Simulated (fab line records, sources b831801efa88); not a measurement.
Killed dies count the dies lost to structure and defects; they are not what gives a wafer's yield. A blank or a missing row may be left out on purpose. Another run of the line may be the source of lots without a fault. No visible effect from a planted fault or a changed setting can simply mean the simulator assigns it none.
fab line records	flow sfq_line
record lots=6	wafers=18	last_day=90
route steps=325 shown M4@152 I4@163
lots untouched by any fault: they come from a run of this same line in which no faults occurred
start_h: hours from the record's first day to the start of the lot's first wafer shown	wait_h: hours from the lot's prior step to this one	" unchanged from the row above	L1.1+2: several wafers, shown together as one row	- no value, or no start was given	* or withheld: withheld	< > ~ a bound
route shown NAME@n: names a module that has steps shown in the file, with the first one's number in the route	usual: mean and standard deviation over wafers with no fault	same: alike in all rows	chamber/n: place in a boat	sites: readings site by site	_std_site: standard deviation of those values	_edge_site: the outer-site mean with the inner-site mean subtracted	radius_mm: for every site, how far away it sits from the centre of the wafer	mask NAME#n: copy n	behind: the last tool/chamber to shape the wafer	hold: the reason the lot was held/the length of the hold in hours/how it ended	device: which transistor (n, p or np) failed to switch	end of line: tests run on the same wafers once the route is complete	step lacking rows: just its recipe	killed: not the wafer's yield, but the dies lost to structure and defects at the first sort	map: shows each die of a wafer: x if killed, . if not, _ if none is there
set.NAME: the run value of the setting; set.NAME@STEP: its run value at that earlier step	model.NAME: the simulator's own value behind a step, which no gauge read
lots seen at some steps along the route; tables by step, rows by wafer
services: a tool's chamber out of use, with start hour (start_h, from the record's first day; less than 0 if before it), hours out, and reason
## steps
# step SFQ_TRILAYER_M4_LITHO_COAT_098
# recipe resist=BARC	spin_rpm=3000	resist_thk_nm=62
# step SFQ_TRILAYER_M4_LITHO_COAT_093
# recipe resist=KrF	spin_rpm=3000	resist_thk_nm=600
# step SFQ_TRILAYER_M4_LITHO_SOFTBAKE_097
# recipe temp_c=withheld	time_s=withheld	resist=KrF
# step SFQ_TRILAYER_M4_LITHO_EXPOSE_094
# recipe mask_id=M4	na=0.6	source_shape=conventional	sigma_outer=0.65	target_cd_nm=500	dose_mj=14.4
# step SFQ_TRILAYER_M4_LITHO_PEB_096
# recipe peb_temp_c=115	peb_time_s=60	resist=KrF
# step SFQ_TRILAYER_M4_LITHO_DEVELOP_095
# recipe time_s=60	resist=KrF
# step SFQ_M4_OVL_MEAS_926
# usual M4_OVL=0/6.3
lot.wafer	tool	chamber	start_h	wait_h	M4_OVL[nm]
L791.1	overlay-02	-	1085.88	0.1	3
L791.3	"	-	"	"	3
L791.5	"	-	"	"	6
L797.2	overlay-02	-	1104.66	0.1	2
L797.3	"	-	"	"	-4
L797.6	"	-	"	"	1
L798.1	overlay-02	-	1105.86	0.1	-9
L798.2	"	-	"	"	5
L798.4	"	-	"	"	-2
L799.3	overlay-01	-	1130.87	0.1	-7
L799.4	"	-	"	"	-10
L799.6	"	-	"	"	-10
L807.2	overlay-02	-	1402.06	0.1	4
L807.3	"	-	"	"	3
L807.5	"	-	"	"	-5
L810.1	overlay-02	-	1411.65	0.1	6
L810.3	"	-	"	"	-6
L810.6	"	-	"	"	3
# step SFQ_TRILAYER_M4_BARC_OPEN_METAL_ETCH_123
# recipe mask_material=PR	chemistry=O2	target_depth_nm=125	target=BARC	icp_w=600	bias_w=80	pressure_mtorr=10	time_s=41.7
# usual drypump_motor_current_A=5.4/0.31	oes_product_au=0.684/0.0049
lot.wafer	tool	chamber	start_h	wait_h	drypump_motor_current_A	oes_product_au	rf_hours_counter_h
L791.1	rie_metal-02	0	1085.92	0.0	5.0	0.692	97
L791.3	"	0	"	"	5.0	0.684	-
L791.5	"	0	"	"	5.0	0.686	-
L797.2	rie_metal-03	0	1104.69	0.0	5.1	0.679	103
L797.3	"	1	"	"	5.2	0.685	-
L797.6	"	1	"	"	5.2	0.677	-
L798.1	rie_metal-02	0	1105.89	0.0	5.0	0.674	102
L798.2	"	1	"	"	5.7	0.686	77
L798.4	"	1	"	"	5.7	0.677	-
L799.3	rie_metal-03	1	1130.91	0.0	5.2	0.692	-
L799.4	"	0	"	"	5.1	0.681	-
L799.6	"	1	"	"	5.2	0.684	-
L807.2	rie_metal-02	0	1402.09	0.0	5.0	0.678	6
L807.3	"	1	"	"	5.7	0.684	-
L807.5	"	1	"	"	5.7	0.685	-
L810.1	rie_metal-03	1	1411.69	0.0	5.2	0.689	136
L810.3	"	1	"	"	5.2	0.687	-
L810.6	"	0	"	"	5.1	0.686	-
# step SFQ_TRILAYER_M4_ETCH_METAL_ETCH_096
# recipe target=Nb	stop_on=SiO2	mask_material=PR	chemistry=Cl2/Ar	target_depth_nm=240	icp_w=600	bias_w=80	pressure_mtorr=10	time_s=120
# usual drypump_motor_current_A=5.4/0.31	oes_product_au=0.893/0.0073
lot.wafer	tool	chamber	start_h	wait_h	drypump_motor_current_A	oes_product_au	rf_hours_counter_h
L791.1	rie_metal-02	0	1085.97	0.0	5.0	0.898	97
L791.3	"	0	"	"	5.0	0.885	-
L791.5	"	0	"	"	5.0	0.895	-
L797.2	rie_metal-03	0	1104.75	0.0	5.1	0.892	103
L797.3	"	1	"	"	5.2	0.892	-
L797.6	"	1	"	"	5.2	0.889	-
L798.1	rie_metal-02	0	1105.95	0.0	5.0	0.888	102
L798.2	"	1	"	"	5.7	0.892	77
L798.4	"	1	"	"	5.7	0.884	-
L799.3	rie_metal-03	1	1130.99	0.1	5.2	0.893	-
L799.4	"	0	"	"	5.1	0.895	-
L799.6	"	1	"	"	5.2	0.892	-
L807.2	rie_metal-02	0	1402.15	0.0	5.0	0.897	6
L807.3	"	1	"	"	5.8	0.894	-
L807.5	"	1	"	"	5.7	0.895	-
L810.1	rie_metal-03	1	1411.75	0.0	5.3	0.881	136
L810.3	"	1	"	"	5.3	0.898	-
L810.6	"	0	"	"	5.1	0.899	-
# step SFQ_TRILAYER_M4_STRIP_STRIP_097
# recipe gas=O2	power_w=200	platen_temp_c=40	overash_fraction=0.65	chemistry=O2	pressure_mtorr=50
# usual drypump_motor_current_A=5.4/0.31	oes_product_au=0.999/0.0085
lot.wafer	tool	chamber	start_h	wait_h	drypump_motor_current_A	oes_product_au	rf_hours_counter_h
L791.1	rie_metal-02	0	1086.10	0.1	5.0	1.010	97
L791.3	"	0	"	"	5.0	0.999	-
L791.5	"	0	"	"	5.0	0.993	-
L797.2	rie_metal-03	0	1104.88	0.1	5.1	1.004	103
L797.3	"	1	"	"	5.2	0.999	-
L797.6	"	1	"	"	5.3	0.998	-
L798.1	rie_metal-02	0	1106.08	0.1	5.0	0.993	102
L798.2	"	1	"	"	5.7	0.991	77
L798.4	"	1	"	"	5.7	0.990	-
L799.3	rie_metal-03	1	1131.28	0.2	5.2	1.003	-
L799.4	"	0	"	"	5.1	1.011	-
L799.6	"	1	"	"	5.3	1.007	-
L807.2	rie_metal-02	0	1402.27	0.1	5.0	0.993	6
L807.3	"	1	"	"	5.7	0.998	-
L807.5	"	1	"	"	5.7	0.996	-
L810.1	rie_metal-03	1	1411.87	0.1	5.3	0.992	136
L810.3	"	1	"	"	5.3	1.004	-
L810.6	"	0	"	"	5.1	1.007	-
# step SFQ_TRILAYER_M4_STRIP_SOLV_CLEAN_098
# recipe chemistry=NMP	temp_c=70	time_s=600
# step SFQ_TRILAYER_I4_DEP_PECVD_099
# recipe material=SiO2	temp_c=150	time_s=111.11	pressure_torr=2.4	rf_w=183.3	precursor=SiH4/N2O	target_thk_nm=500
# usual heater_power_w=88/13	throttle_valve_pct=24.1/1.2
lot.wafer	tool	chamber	start_h	wait_h	heater_power_w	throttle_valve_pct
L791.1	pecvd-04	1	1087.05	0.0	83	25.7
L791.3	"	2	"	"	80	24.5
L791.5	"	2	"	"	84	24.5
L797.2	pecvd-01	1	1105.65	0.0	97	23.6
L797.3	"	2	"	"	109	22.7
L797.6	"	2	"	"	111	22.9
L798.1	pecvd-04	0	1106.85	0.0	80	26.2
L798.2	"	2	"	"	83	24.5
L798.4	"	1	"	"	89	25.5
L799.3	pecvd-01	2	1131.85	0.0	108	23.0
L799.4	"	2	"	"	89	22.9
L799.6	"	1	"	"	97	23.6
L807.2	pecvd-04	0	1403.05	0.0	82	23.7
L807.3	"	1	"	"	83	22.0
L807.5	"	0	"	"	67	23.6
L810.1	pecvd-01	0	1412.65	0.0	65	24.5
L810.3	"	2	"	"	104	23.6
L810.6	"	0	"	"	69	24.9
# step SFQ_TRILAYER_I4_CMP_CMP_100
# recipe material=SiO2	down_force_psi=3	platen_rpm=60	pad_velocity_m_s=0.94248
# usual motor_current_A=10.2/1.2	time_to_endpoint_s=215/8.1
lot.wafer	tool	chamber	start_h	wait_h	motor_current_A	time_to_endpoint_s
L791.1	cmp-02	3	1104.73	17.6	12.0	210
L791.3	"	0	"	"	10.3	214
L791.5	"	3	1106.73	19.6	11.6	223
L797.2	cmp-02	0	1134.73	29.0	10.3	118
L797.3	"	2	1135.73	30.0	9.1	115
L797.6	"	0	1136.73	31.0	10.1	220
L798.1	cmp-02	2	1138.23	31.3	9.3	205
L798.4	"	3	"	"	12.2	209
L798.2	"	0	"	"	10.0	128
L799.3	cmp-01	1	1167.24	35.4	9.6	208
L799.4	"	2	"	"	10.2	211
L799.6	"	2	1169.74	37.8	10.1	213
L807.2	cmp-02	3	1404.33	1.2	12.3	222
L807.3	"	0	"	"	10.3	231
L807.5	"	2	1405.83	2.7	9.5	230
L810.1	cmp-01	1	1415.27	2.6	9.7	205
L810.3	"	3	1416.27	3.6	10.1	215
L810.6	"	0	"	"	9.1	215
# step SFQ_I4_BOW_MEAS_927
# recipe mode=bow
# usual I4_BOW=2/8.8
lot.wafer	tool	chamber	start_h	wait_h	I4_BOW[um]
L791.1	film_metro-02	-	1107.73	2.5	-1
L791.3	"	-	"	"	1
L791.5	"	-	"	"	-10
L797.2	film_metro-01	-	1137.75	2.5	15
L797.3	"	-	"	"	8
L797.6	"	-	"	"	16
L798.1	film_metro-01	-	1140.73	2.0	0
L798.2	"	-	"	"	-6
L798.4	"	-	"	"	11
L799.3	film_metro-02	-	1170.28	2.5	-1
L799.4	"	-	"	"	-6
L799.6	"	-	"	"	-11
L807.2	film_metro-01	-	1406.35	1.5	15
L807.3	"	-	"	"	7
L807.5	"	-	"	"	1
L810.1	film_metro-03	-	1417.77	2.0	10
L810.3	"	-	"	"	19
L810.6	"	-	"	"	-5
## services
tool	chamber	start_h	hours	kind
pecvd-01	-	1075.61	6.0	pm
cmp-01	-	1094.24	4.0	pm
pecvd-04	-	1150.89	0.8	repair
pecvd-04	-	1159.10	1.5	repair
cmp-02	-	1171.57	0.5	repair
cmp-02	-	1196.31	2.8	repair
pecvd-04	2	1207.42	16.9	repair
rie_metal-03	0	1207.70	26.1	repair
cmp-02	-	1223.97	5.5	pm
pecvd-01	1	1248.40	3.2	repair
cmp-01	-	1255.42	5.7	pm
cmp-02	-	1263.22	4.0	pm
cmp-02	-	1267.22	-	consumable_replace:conditioner
rie_metal-02	-	1311.20	3.3	repair
cmp-01	-	1315.27	2.0	repair
pecvd-04	-	1316.75	14.0	pm
rie_metal-02	0	1342.06	-	clean
rie_metal-02	0	1342.06	-	consumable_replace:focus_ring
rie_metal-02	0	1342.06	22.5	scheduled_down
rie_metal-02	0	1342.06	22.5	vent_cycle
pecvd-04	-	1373.08	4.9	repair
rie_metal-03	1	1384.04	4.1	repair
rie_metal-02	-	1403.08	1.4	pm
pecvd-04	2	1408.97	10.7	repair
## key
first_sign step=SFQ_TRILAYER_I4_CMP_CMP_100	reading=time_to_endpoint_s	direction=down	sigmas=12	usual=*	struck=*
effect none on later readings
met_at SFQ_TRILAYER_I4_CMP_CMP_100
struck_wafers L797.2,L797.3,L798.2
fault kind=process_parameter_drift	tool=cmp-02	chamber=-	onset_h=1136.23	steps=SFQ_TRILAYER_I4_CMP_CMP_100	channel=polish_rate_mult	offset=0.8	shape=step	end_h=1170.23	scope=struck_wafers_only
